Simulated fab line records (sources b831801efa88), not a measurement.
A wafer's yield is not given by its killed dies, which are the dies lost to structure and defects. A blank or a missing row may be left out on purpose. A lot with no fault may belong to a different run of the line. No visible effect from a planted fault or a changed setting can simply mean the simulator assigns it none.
Which of the tools did it? :: flow gf180mcu :: Sampling: 14 lots, 42 wafers, 5 of 602 route steps

== WHAT THE GAUGES SHOWED, per wafer ==
GF_VT_IMPLANT_TW_MEAS_21. Usual: VT_IMPLANT_2_TW typically reads 1221, with standard deviation 8.
lot: L160
measured: day 7 02:08
on: film metro-01
VT_IMPLANT_2_TW: 1220 1228 1225
flag: 

lot: L161
measured: day 7 11:20
on: film metro-02
VT_IMPLANT_2_TW: 1210 1218 1214
flag: 

lot: L162
measured: day 7 13:10
on: film metro-01
VT_IMPLANT_2_TW: 1224 1217 1217
flag: 

lot: L167
measured: day 8 12:58
on: film metro-04
VT_IMPLANT_2_TW: 1210 1213 1220
flag: 

lot: L166
measured: day 8 14:47
on: film metro-01
VT_IMPLANT_2_TW: 1228 1232 1224
flag: 

lot: L168
measured: day 8 16:38
on: film metro-01
VT_IMPLANT_2_TW: 1233 1231 1238
flag: 

lot: L169
measured: day 8 23:24
on: film metro-04
VT_IMPLANT_2_TW: 1218 1213 1217
flag: 

lot: L170
measured: day 9 04:05
on: film metro-04
VT_IMPLANT_2_TW: 1212 1207 1204
flag: 

lot: L171
measured: day 9 10:08
on: film metro-01
VT_IMPLANT_2_TW: 1226 1224 1224
flag: 

lot: L172
measured: day 9 16:29
on: film metro-01
VT_IMPLANT_2_TW: 1217 1217 1219
flag: 

lot: L175
measured: day 10 10:56
on: film metro-02
VT_IMPLANT_2_TW: 1230 1226 1219
flag: 

lot: L177
measured: day 10 20:02
on: film metro-01
VT_IMPLANT_2_TW: 1223 1217 1219
flag: 

lot: L180
measured: day 11 16:32
on: film metro-01
VT_IMPLANT_2_TW: 1223 1225 1232
flag: 

lot: L181
measured: day 11 20:50
on: film metro-02
VT_IMPLANT_2_TW: 1231 1228 1230
flag: 

GF_VT_IMPLANT_OVL_MEAS_29. Usual: VT_IMPLANT_02_OVL typically reads -0.1 nm, with standard deviation 1.3.
lot: L160
measured: day 7 17:37
on: overlay-02
VT_IMPLANT_02_OVL (nm): -1.2 -0.9 0.4
flag: 

lot: L161
measured: day 8 04:06
on: overlay-02
VT_IMPLANT_02_OVL (nm): 0.1 -0.4 0.2
flag: 

lot: L162
measured: day 8 04:23
on: overlay-01
VT_IMPLANT_02_OVL (nm): -1.9 0.6 -2.0
flag: 

lot: L167
measured: day 9 04:23
on: overlay-01
VT_IMPLANT_02_OVL (nm): -0.4 0.3 -1.6
flag: 

lot: L166
measured: day 9 06:41
on: overlay-01
VT_IMPLANT_02_OVL (nm): -1.8 0.2 0.3
flag: 

lot: L168
measured: day 9 07:53
on: overlay-02
VT_IMPLANT_02_OVL (nm): -0.4 1.3 0.7
flag: 

lot: L169
measured: day 9 15:11
on: overlay-01
VT_IMPLANT_02_OVL (nm): 0.3 -1.3 -1.8
flag: 

lot: L170
measured: day 9 21:00
on: overlay-01
VT_IMPLANT_02_OVL (nm): -0.9 -1.0 0.6
flag: 

lot: L171
measured: day 10 03:32
on: overlay-01
VT_IMPLANT_02_OVL (nm): -1.3 -1.7 -0.8
flag: 

lot: L172
measured: day 10 09:42
on: overlay-01
VT_IMPLANT_02_OVL (nm): -0.8 1.0 1.2
flag: 

lot: L175
measured: day 11 04:37
on: overlay-01
VT_IMPLANT_02_OVL (nm): -0.6 -0.8 0.9
flag: 

lot: L177
measured: day 11 13:45
on: overlay-01
VT_IMPLANT_02_OVL (nm): -1.8 1.6 0.4
flag: 

lot: L180
measured: day 12 11:15
on: overlay-01
VT_IMPLANT_02_OVL (nm): 0.2 0.2 0.4
flag: 

lot: L181
measured: day 12 15:27
on: overlay-02
VT_IMPLANT_02_OVL (nm): -0.3 -0.1 0.5
flag: 

GF_DUAL_GATE_THK_MEAS_03. Usual: DUAL_GATE_OXIDATION_00_THK typically reads 10.92 nm, with standard deviation 0.22.
lot: L160
measured: day 8 14:28
on: film metro-01
DUAL_GATE_OXIDATION_00_THK (nm): 10.96 10.82 10.80
flag: 

lot: L161
measured: day 8 22:37
on: film metro-04
DUAL_GATE_OXIDATION_00_THK (nm): 11.41 11.23 11.44
flag: 

lot: L162
measured: day 9 00:02
on: film metro-04
DUAL_GATE_OXIDATION_00_THK (nm): 10.86 10.79 11.03
flag: 

lot: L167
measured: day 10 00:27
on: film metro-04
DUAL_GATE_OXIDATION_00_THK (nm): 10.91 10.80 10.97
flag: 

lot: L166
measured: day 10 04:02
on: film metro-04
DUAL_GATE_OXIDATION_00_THK (nm): 11.17 11.01 11.01
flag: 

lot: L168
measured: day 10 05:28
on: film metro-04
DUAL_GATE_OXIDATION_00_THK (nm): 11.14 11.18 11.00
flag: 

lot: L169
measured: day 10 11:58
on: film metro-03
DUAL_GATE_OXIDATION_00_THK (nm): 11.08 11.06 11.01
flag: 

lot: L170
measured: day 10 19:53
on: film metro-04
DUAL_GATE_OXIDATION_00_THK (nm): 18.06 17.83 17.81
flag: OFF

lot: L171
measured: day 11 00:08
on: film metro-04
DUAL_GATE_OXIDATION_00_THK (nm): 10.84 10.78 10.67
flag: 

lot: L172
measured: day 11 06:30
on: film metro-04
DUAL_GATE_OXIDATION_00_THK (nm): 10.93 11.04 11.04
flag: 

lot: L175
measured: day 12 03:44
on: film metro-04
DUAL_GATE_OXIDATION_00_THK (nm): 17.34 17.61 17.48
flag: OFF

lot: L177
measured: day 12 13:58
on: film metro-01
DUAL_GATE_OXIDATION_00_THK (nm): 17.46 17.37 17.11
flag: OFF

lot: L180
measured: day 13 11:53
on: film metro-03
DUAL_GATE_OXIDATION_00_THK (nm): 10.57 10.63 10.63
flag: 

lot: L181
measured: day 13 14:28
on: film metro-01
DUAL_GATE_OXIDATION_00_THK (nm): 10.82 10.82 10.82
flag: 

GF_POLY_GATE_OVL_MEAS_11. Usual: POLY_GATE_OVL typically reads -2 nm, with standard deviation 5.2.
lot: L160
measured: day 10 02:22
on: overlay-02
POLY_GATE_OVL (nm): -7 -7 -2
flag: 

lot: L161
measured: day 10 11:04
on: overlay-01
POLY_GATE_OVL (nm): 8 4 1
flag: 

lot: L162
measured: day 10 13:05
on: overlay-01
POLY_GATE_OVL (nm): -5 -2 -6
flag: 

lot: L167
measured: day 11 15:16
on: overlay-02
POLY_GATE_OVL (nm): -10 -11 -3
flag: 

lot: L166
measured: day 11 19:43
on: overlay-01
POLY_GATE_OVL (nm): 1 -6 -1
flag: 

lot: L168
measured: day 11 20:58
on: overlay-01
POLY_GATE_OVL (nm): 5 2 5
flag: 

lot: L169
measured: day 12 04:22
on: overlay-02
POLY_GATE_OVL (nm): -7 -6 -3
flag: 

lot: L170
measured: day 12 10:52
on: overlay-01
POLY_GATE_OVL (nm): -8 -4 -9
flag: 

lot: L171
measured: day 12 16:55
on: overlay-02
POLY_GATE_OVL (nm): -1 -1 -1
flag: 

lot: L172
measured: day 12 23:16
on: overlay-01
POLY_GATE_OVL (nm): -3 -10 -9
flag: 

lot: L175
measured: day 13 22:52
on: overlay-01
POLY_GATE_OVL (nm): 0 0 6
flag: 

lot: L177
measured: day 14 09:10
on: overlay-01
POLY_GATE_OVL (nm): -1 -7 1
flag: 

lot: L180
measured: day 15 07:50
on: overlay-01
POLY_GATE_OVL (nm): -7 -9 -11
flag: 

lot: L181
measured: day 15 12:52
on: overlay-02
POLY_GATE_OVL (nm): -1 2 2
flag: 

== EACH LOT AND THE TOOL THAT RAN IT (in order: tool; ch and the chambers of the sampled wafers; start) ==
lot: L160
GF_DUAL_GATE_OXIDATION_02: furnace-02 ch 0, day 8 13:01

lot: L161
GF_DUAL_GATE_OXIDATION_02: furnace-02 ch 0, day 8 21:09

lot: L162
GF_DUAL_GATE_OXIDATION_02: furnace-02 ch 0, day 8 22:36

lot: L167
GF_DUAL_GATE_OXIDATION_02: furnace-01 ch 0, day 9 23:01

lot: L166
GF_DUAL_GATE_OXIDATION_02: furnace-02 ch 0, day 10 02:35

lot: L168
GF_DUAL_GATE_OXIDATION_02: furnace-02 ch 0, day 10 04:02

lot: L169
GF_DUAL_GATE_OXIDATION_02: furnace-02 ch 0, day 10 10:31

lot: L170
GF_DUAL_GATE_OXIDATION_02: furnace-02 ch 0, day 10 15:52

lot: L171
GF_DUAL_GATE_OXIDATION_02: furnace-01 ch 0, day 10 22:41

lot: L172
GF_DUAL_GATE_OXIDATION_02: furnace-02 ch 0, day 11 05:03

lot: L175
GF_DUAL_GATE_OXIDATION_02: furnace-02 ch 0, day 12 00:11 and furnace-01 ch 0, day 12 02:17

lot: L177
GF_DUAL_GATE_OXIDATION_02: furnace-02 ch 0, day 12 09:52 and furnace-01 ch 0, day 12 12:31

lot: L180
GF_DUAL_GATE_OXIDATION_02: furnace-01 ch 0, day 13 10:26

lot: L181
GF_DUAL_GATE_OXIDATION_02: furnace-01 ch 0, day 13 13:01
- GF_DUAL_GATE_OXIDATION_02: stabilise 600 s, purge 300 s, target thk 10.887 nm.

== AS READ BY THE TOOLS THEMSELVES (means over the sampled wafers that have a number; for cases with no such wafer, the mark the record gives instead) ==
GF_DUAL_GATE_OXIDATION_02. Usual: spike tc bottom C 917 C, standard deviation 4.8; tube center temp C 900 C, standard deviation 0.079; zone power top pct 35.6 %, standard deviation 0.36.
lot: L160
tool: furnace-02
spike tc bottom C (C): 920
tube center temp C (C): 900
zone power top pct (%): 35.6
flag: 

lot: L161
tool: furnace-02
spike tc bottom C (C): 920
tube center temp C (C): 900
zone power top pct (%): 35.4
flag: 

lot: L162
tool: furnace-02
spike tc bottom C (C): 919
tube center temp C (C): 900
zone power top pct (%): 35.4
flag: 

lot: L167
tool: furnace-01
spike tc bottom C (C): 911
tube center temp C (C): 900
zone power top pct (%): 35.7
flag: 

lot: L166
tool: furnace-02
spike tc bottom C (C): 920
tube center temp C (C): 900
zone power top pct (%): 35.3
flag: 

lot: L168
tool: furnace-02
spike tc bottom C (C): 920
tube center temp C (C): 900
zone power top pct (%): 35.3
flag: 

lot: L169
tool: furnace-02
spike tc bottom C (C): 920
tube center temp C (C): 900
zone power top pct (%): 35.4
flag: 

lot: L170
tool: furnace-02
spike tc bottom C (C): 920
tube center temp C (C): 900
zone power top pct (%): 35.8
flag: 

lot: L171
tool: furnace-01
spike tc bottom C (C): 909
tube center temp C (C): 900
zone power top pct (%): 35.7
flag: 

lot: L172
tool: furnace-02
spike tc bottom C (C): 920
tube center temp C (C): 900
zone power top pct (%): 35.9
flag: 

lot: L175
tool: furnace-02/furnace-01
spike tc bottom C (C): 916
tube center temp C (C): 900
zone power top pct (%): 35.8
flag: 

lot: L177
tool: furnace-02/furnace-01
spike tc bottom C (C): 916
tube center temp C (C): 900
zone power top pct (%): 35.8
flag: 

lot: L180
tool: furnace-01
spike tc bottom C (C): 910
tube center temp C (C): 900
zone power top pct (%): 35.9
flag: 

lot: L181
tool: furnace-01
spike tc bottom C (C): 910
tube center temp C (C): 900
zone power top pct (%): 35.7
flag: 

== THE ANSWER, worked out from the rows above alone ==
Rule: a lot is off if the mean of its wafers that have a number lies more than 3 standard deviations from the usual mean. Also off: a lot with no number at a reading for which 4 or more lots have one. Any other lot the step has rows for is counted as sound. After the gauges, taken in route order, come the tools' own readings; for these a lot's mean is taken, as printed above. At the first step where some lot is off, the reading lying furthest off is the one used; lots without a number count as furthest.
Off: L170, L175, L177, at GF_DUAL_GATE_THK_MEAS_03 (DUAL_GATE_OXIDATION_00_THK).
If a tool, at a process step before that reading, ran all the lots that are off and no sound lot after the first of them, it fits. Those tools and the gauges at GF_DUAL_GATE_THK_MEAS_03 are tried in the same way. None of those tried fits.

== WHAT THE SIMULATOR PUT IN ==
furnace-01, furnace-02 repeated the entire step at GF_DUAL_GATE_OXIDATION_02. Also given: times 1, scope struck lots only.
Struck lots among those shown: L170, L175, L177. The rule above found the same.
